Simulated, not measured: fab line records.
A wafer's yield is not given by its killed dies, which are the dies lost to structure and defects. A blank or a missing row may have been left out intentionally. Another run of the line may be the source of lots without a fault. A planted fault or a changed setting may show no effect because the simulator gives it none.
Problem report in the 8D (eight disciplines) form, filled by code | flow sky130 | the parts of the form that need people (team, actions taken, sign-off) are left out

== 1. THE PROBLEM ==
At SKY_CAP2M_DEVELOP_11, developer-temp-C averages 25.29 C over 6 wafers from 2 lots, while fault-free wafers read 23.00 C, standard deviation 0.12. Measured from the usual mean, that is +19 standard deviations.
The step: develop time 60 s.
First observed at day 47 00:13: wafer L462.3, on litho-track-04. The record holds 36 wafers of 12 lots with a number at this step. Rule for "out" (also "out of limits"): further than 4 standard deviations from the usual mean. Any other wafer with a number is counted as sound.

== 2. WHAT IT IS AND WHAT IT IS NOT ==
question                    | is                     | is not
which readings at this step | developer-temp-C       | -
which lots                  | L461, L462             | L440, L441, L443, L447, L448, L449, L450, L451, L452, L463
which wafers of those lots  | all that have a number | -
read on which tools         | litho-track-04         | litho-track-02, litho-track-03
when                        | from day 47 00:13      | up to then (27 sound wafers); but 3 sound wafers of L463 came after

== 3. WHAT RULES OUT EACH SUSPECT ==
Counting: a tool at a process step up to the reading stays a suspect if it ran every lot that is out and no sound lot after the first of them.
- litho-track-04 at SKY_CAP2M_DEVELOP_11 (develop time 60 s): kept. It ran every lot that is out, first L462 (day 47 00:13), and no sound lot after that; its last sound lot up to then is L452 (day 44 15:40). Its own developer-temp-C readings are out on those wafers.
The count leaves litho-track-04 at SKY_CAP2M_DEVELOP_11.

== 4. THE CAUSE (what the simulator had put in) ==
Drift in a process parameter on litho-track-04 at SKY_CAP2M_DEVELOP_11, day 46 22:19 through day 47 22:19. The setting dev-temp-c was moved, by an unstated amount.
This tool alone remained once counting was done.

== 5. SEQUENCE OF EFFECTS, ordered by route ==
Each row: a reading whose mean over the struck wafers that have a number lies more than 3 standard deviations from the usual. Only readings whose record carries a usual standard deviation are examined. hours: median over the lots of the time between each lot's start at the first step of this table that gives one and its start at this step. sigmas: the change, counted in usual standard deviations.
hours | step                 | reading          | usual   | on struck wafers | change | sigmas
0     | SKY_CAP2M_DEVELOP_11 | developer-temp-C | 23.00 C | 25.29            | +2.29  | +19
The process steps in it:
- SKY_CAP2M_DEVELOP_11: develop time 60 s.

== 6. WHAT WOULD HAVE CAUGHT IT SOONER ==
2 hours passed between the start of the fault at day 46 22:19 and the first reading out of limits in this record, taken at day 47 00:13.
